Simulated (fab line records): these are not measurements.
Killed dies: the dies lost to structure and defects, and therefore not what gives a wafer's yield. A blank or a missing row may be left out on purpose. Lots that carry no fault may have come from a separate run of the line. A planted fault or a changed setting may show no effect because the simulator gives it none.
8D (eight disciplines) problem report, filled in by code :: flow sky130 :: the parts of the form that need people (team, actions taken, sign-off) are left out

== 1. WHAT IS WRONG ==
Wafers without a fault read 27.99, standard deviation 0.033; exposure dose mJ cm2 at SKY_METAL3_EXPOSE_10 reads a mean of 27.49 on 9 wafers belonging to 3 lots. Measured from the usual mean, that is -15 standard deviations.
The step: exposes mask MM3, target cd 300 nm.
Seen first at day 40 05:36 on krf scanner-02, wafer L654.2. Wafers with a number at this step in the record: 21, from 7 lots. Rule for "out", or "out of limits": more than 4 standard deviations from the usual mean. The rest of the wafers with a number are treated as sound.

== 2. WHAT THIS IS AND IS NOT ==
question: which readings at this step
is: exposure dose mJ cm2
is not: focus offset nm, reticle temp C

question: which lots
is: L654, L655, L661
is not: L649, L652, L660, L666

question: which wafers of those lots
is: all that have a number
is not: -

question: read on which tools
is: krf scanner-02
is not: krf scanner-01

question: when
is: from day 40 05:36
is not: up to then (6 sound wafers); but 6 sound wafers of L660, L666 came after

== 3. THE SUSPECTS, EACH WITH WHAT RULES IT OUT ==
Counting: a tool at any process step up to the reading remains a suspect when it ran all the lots that are out and ran no sound lot after the first of those.
- krf scanner-02 at SKY_METAL3_EXPOSE_10 (exposes mask MM3, target cd 300 nm): kept. Every lot that is out went through it, starting with L654 (day 40 05:36), and after that it ran no sound lot; the last sound lot it ran before then is L649 (day 38 12:11). Its own readings are out on those wafers: exposure dose mJ cm2.
Remaining after the count: krf scanner-02 at SKY_METAL3_EXPOSE_10.

== 4. THE CAUSE (what the simulator had put in) ==
Process parameters drifting: krf scanner-02 at SKY_METAL3_EXPOSE_10, beginning at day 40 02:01. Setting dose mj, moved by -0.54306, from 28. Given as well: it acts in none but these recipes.
Only this tool survived the counting.

== 5. SEQUENCE OF EFFECTS, ordered by route ==
Rows list readings where the struck wafers' mean (over those with a number) sits beyond 3 standard deviations from the usual. Only readings for which the record gives a usual standard deviation are gone through. hours: the time from each lot's start at the first step in this table that gives one to its start at this step, as a median over the lots. sigmas: the change in usual standard deviations.
hours: 0
step: SKY_METAL3_EXPOSE_10
reading: exposure dose mJ cm2
usual: 27.99
on struck wafers: 27.49
change: -0.50
sigmas: -15

hours: 176
step: SKY_PAD_OPEN_PROBE_99
reading: killed open
usual: 47
on struck wafers: 25
change: -22
sigmas: -3.4
Its process steps:
- SKY_METAL3_EXPOSE_10: exposes mask MM3, target cd 300 nm.
- SKY_PAD_OPEN_PROBE_99
At these later measuring or inspecting steps, every struck wafer for which the step has a row has a number for every such reading, and none has moved that far: SKY_METAL3_CD_MEAS_13, SKY_METAL3_OVL_MEAS_14.

== 6. HOW IT WOULD HAVE BEEN CAUGHT EARLIER ==
First out-of-limits reading in this record: day 40 05:36, which is 4 hours after fault onset at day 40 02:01.
